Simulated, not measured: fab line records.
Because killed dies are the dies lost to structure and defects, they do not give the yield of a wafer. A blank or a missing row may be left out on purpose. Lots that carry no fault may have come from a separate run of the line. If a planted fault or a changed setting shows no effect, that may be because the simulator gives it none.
Which of the tools did it? || flow sfqLine || 42 wafers from 14 lots sampled at 3 of the route's 325 steps

## WHAT THE GAUGES READ, wafer by wafer
SFQ_M2_RS_MEAS_914: the measuring method here is four-point-probe. Usual: M2_NB_RS typically reads 0.891 ohm/sq, with standard deviation 0.01.
{"lot": "L468", "measured": "day 16 10:06", "on": "filmMetro-03", "M2_NB_RS (ohm/sq)": "0.907 0.904 0.899", "flag": ""}
{"lot": "L469", "measured": "day 22 18:58", "on": "filmMetro-03", "M2_NB_RS (ohm/sq)": "0.893 0.895 0.902", "flag": ""}
{"lot": "L470", "measured": "day 22 23:11", "on": "filmMetro-02", "M2_NB_RS (ohm/sq)": "0.896 0.896 0.892", "flag": ""}
{"lot": "L475", "measured": "day 25 08:20", "on": "filmMetro-01", "M2_NB_RS (ohm/sq)": "0.896 0.903 0.891", "flag": ""}
{"lot": "L478", "measured": "day 26 16:07", "on": "filmMetro-01", "M2_NB_RS (ohm/sq)": "1.135 1.118 0.892", "flag": "OFF"}
{"lot": "L479", "measured": "day 27 03:02", "on": "filmMetro-01", "M2_NB_RS (ohm/sq)": "1.142 0.896 0.877", "flag": "OFF"}
{"lot": "L483", "measured": "day 34 15:13", "on": "filmMetro-02", "M2_NB_RS (ohm/sq)": "0.895 0.898 0.888", "flag": ""}
{"lot": "L484", "measured": "day 35 07:56", "on": "filmMetro-03", "M2_NB_RS (ohm/sq)": "0.906 0.896 0.898", "flag": ""}
{"lot": "L485", "measured": "day 35 12:46", "on": "filmMetro-02", "M2_NB_RS (ohm/sq)": "0.883 0.887 0.901", "flag": ""}
{"lot": "L487", "measured": "day 35 22:30", "on": "filmMetro-01", "M2_NB_RS (ohm/sq)": "0.894 0.908 0.912", "flag": ""}
{"lot": "L488", "measured": "day 36 08:04", "on": "filmMetro-03", "M2_NB_RS (ohm/sq)": "0.902 0.889 0.893", "flag": ""}
{"lot": "L489", "measured": "day 37 02:06", "on": "filmMetro-03", "M2_NB_RS (ohm/sq)": "0.878 0.889 0.887", "flag": ""}
{"lot": "L490", "measured": "day 37 11:41", "on": "filmMetro-01", "M2_NB_RS (ohm/sq)": "0.905 0.890 0.904", "flag": ""}
{"lot": "L491", "measured": "day 37 15:29", "on": "filmMetro-02", "M2_NB_RS (ohm/sq)": "0.898 0.887 0.901", "flag": ""}

SFQ_M2_OVL_MEAS_916. Usual: M2_OVL typically reads 2 nm, with standard deviation 5.1.
{"lot": "L468", "measured": "day 22 11:18", "on": "overlay-01", "M2_OVL (nm)": "3 5 6", "flag": ""}
{"lot": "L469", "measured": "day 23 06:30", "on": "overlay-02", "M2_OVL (nm)": "-5 -9 -6", "flag": ""}
{"lot": "L470", "measured": "day 23 11:18", "on": "overlay-02", "M2_OVL (nm)": "-3 1 8", "flag": ""}
{"lot": "L475", "measured": "day 31 11:43", "on": "overlay-01", "M2_OVL (nm)": "2 -1 -3", "flag": ""}
{"lot": "L478", "measured": "day 33 03:19", "on": "overlay-02", "M2_OVL (nm)": "-4 -3 -1", "flag": ""}
{"lot": "L479", "measured": "day 33 12:56", "on": "overlay-02", "M2_OVL (nm)": "9 3 3", "flag": ""}
{"lot": "L483", "measured": "day 34 17:38", "on": "overlay-01", "M2_OVL (nm)": "4 8 1", "flag": ""}
{"lot": "L484", "measured": "day 35 11:33", "on": "overlay-01", "M2_OVL (nm)": "4 -4 7", "flag": ""}
{"lot": "L485", "measured": "day 35 15:10", "on": "overlay-02", "M2_OVL (nm)": "8 8 7", "flag": ""}
{"lot": "L487", "measured": "day 36 03:25", "on": "overlay-02", "M2_OVL (nm)": "-1 -2 -1", "flag": ""}
{"lot": "L488", "measured": "day 36 12:23", "on": "overlay-02", "M2_OVL (nm)": "3 4 5", "flag": ""}
{"lot": "L489", "measured": "day 37 05:34", "on": "overlay-02", "M2_OVL (nm)": "1 3 0", "flag": ""}
{"lot": "L490", "measured": "day 37 14:07", "on": "overlay-01", "M2_OVL (nm)": "-1 -4 -2", "flag": ""}
{"lot": "L491", "measured": "day 37 18:58", "on": "overlay-01", "M2_OVL (nm)": "-1 -1 -2", "flag": ""}

## TOOL THAT RAN EACH LOT (tool first, then ch and the chambers of the sampled wafers, then the start)
{"lot": "L468", "SFQ_TRILAYER_M2_DEP_SPUTTER_055": "pvdSputter-03, day 16 10:00"}
{"lot": "L469", "SFQ_TRILAYER_M2_DEP_SPUTTER_055": "pvdSputter-06, day 22 18:52"}
{"lot": "L470", "SFQ_TRILAYER_M2_DEP_SPUTTER_055": "pvdSputter-06, day 22 23:05"}
{"lot": "L475", "SFQ_TRILAYER_M2_DEP_SPUTTER_055": "pvdSputter-06, day 25 08:15"}
{"lot": "L478", "SFQ_TRILAYER_M2_DEP_SPUTTER_055": "pvdSputter-03, day 26 16:00"}
{"lot": "L479", "SFQ_TRILAYER_M2_DEP_SPUTTER_055": "pvdSputter-03, day 27 02:53"}
{"lot": "L483", "SFQ_TRILAYER_M2_DEP_SPUTTER_055": "pvdSputter-04, day 34 15:07"}
{"lot": "L484", "SFQ_TRILAYER_M2_DEP_SPUTTER_055": "pvdSputter-03, day 35 07:51"}
{"lot": "L485", "SFQ_TRILAYER_M2_DEP_SPUTTER_055": "pvdSputter-04, day 35 12:39"}
{"lot": "L487", "SFQ_TRILAYER_M2_DEP_SPUTTER_055": "pvdSputter-03, day 35 22:23"}
{"lot": "L488", "SFQ_TRILAYER_M2_DEP_SPUTTER_055": "pvdSputter-03, day 36 07:58"}
{"lot": "L489", "SFQ_TRILAYER_M2_DEP_SPUTTER_055": "pvdSputter-03, day 37 01:59"}
{"lot": "L490", "SFQ_TRILAYER_M2_DEP_SPUTTER_055": "pvdSputter-03, day 37 11:35"}
{"lot": "L491", "SFQ_TRILAYER_M2_DEP_SPUTTER_055": "pvdSputter-06, day 37 15:23"}
- SFQ_TRILAYER_M2_DEP_SPUTTER_055: material Nb, target thk 200 nm, time 133.3 s.

## WHAT THE TOOLS THEMSELVES READ (means of the sampled wafers that have a number; where no wafer has one, the mark that the record gives instead)
SFQ_TRILAYER_M2_DEP_SPUTTER_055. Usual: resputterCathodeVoltageV 400 V, standard deviation 3.8; throttleValvePct 29.9 %, standard deviation 1.2.
{"lot": "L468", "tool": "pvdSputter-03", "resputterCathodeVoltageV (V)": 398, "throttleValvePct (%)": 30.5, "flag": ""}
{"lot": "L469", "tool": "pvdSputter-06", "resputterCathodeVoltageV (V)": 401, "throttleValvePct (%)": 29.0, "flag": ""}
{"lot": "L470", "tool": "pvdSputter-06", "resputterCathodeVoltageV (V)": 397, "throttleValvePct (%)": 29.1, "flag": ""}
{"lot": "L475", "tool": "pvdSputter-06", "resputterCathodeVoltageV (V)": 402, "throttleValvePct (%)": 28.9, "flag": ""}
{"lot": "L478", "tool": "pvdSputter-03", "resputterCathodeVoltageV (V)": 401, "throttleValvePct (%)": 30.3, "flag": ""}
{"lot": "L479", "tool": "pvdSputter-03", "resputterCathodeVoltageV (V)": 405, "throttleValvePct (%)": 30.3, "flag": ""}
{"lot": "L483", "tool": "pvdSputter-04", "resputterCathodeVoltageV (V)": 398, "throttleValvePct (%)": 31.0, "flag": ""}
{"lot": "L484", "tool": "pvdSputter-03", "resputterCathodeVoltageV (V)": 397, "throttleValvePct (%)": 30.9, "flag": ""}
{"lot": "L485", "tool": "pvdSputter-04", "resputterCathodeVoltageV (V)": 403, "throttleValvePct (%)": 29.7, "flag": ""}
{"lot": "L487", "tool": "pvdSputter-03", "resputterCathodeVoltageV (V)": 399, "throttleValvePct (%)": 30.2, "flag": ""}
{"lot": "L488", "tool": "pvdSputter-03", "resputterCathodeVoltageV (V)": 402, "throttleValvePct (%)": 30.9, "flag": ""}
{"lot": "L489", "tool": "pvdSputter-03", "resputterCathodeVoltageV (V)": 399, "throttleValvePct (%)": 30.7, "flag": ""}
{"lot": "L490", "tool": "pvdSputter-03", "resputterCathodeVoltageV (V)": 399, "throttleValvePct (%)": 30.8, "flag": ""}
{"lot": "L491", "tool": "pvdSputter-06", "resputterCathodeVoltageV (V)": 403, "throttleValvePct (%)": 29.2, "flag": ""}

## THE ANSWER, worked out from the rows above alone
Rule: lot off if the mean of its wafers having a number is beyond 3 standard deviations from the usual mean. Also off: a lot with no number at a reading for which 4 or more lots have one. Where the step has rows for the other lots, those lots are counted as sound. After the gauges, taken in route order, come the tools' own readings; for these a lot's mean is taken, as printed above. At the first step where some lot is off, the reading lying furthest off is the one used; lots without a number count as furthest.
Off: at SFQ_M2_RS_MEAS_914 (M2_NB_RS), L478, L479.
A tool fits if, at a process step before that reading, it ran every lot that is off, and no sound lot after the first of them. Those tools and the gauges at SFQ_M2_RS_MEAS_914 are tried in the same way. No candidate that was tried fits.

## WHAT HAD BEEN PUT IN BY THE SIMULATOR
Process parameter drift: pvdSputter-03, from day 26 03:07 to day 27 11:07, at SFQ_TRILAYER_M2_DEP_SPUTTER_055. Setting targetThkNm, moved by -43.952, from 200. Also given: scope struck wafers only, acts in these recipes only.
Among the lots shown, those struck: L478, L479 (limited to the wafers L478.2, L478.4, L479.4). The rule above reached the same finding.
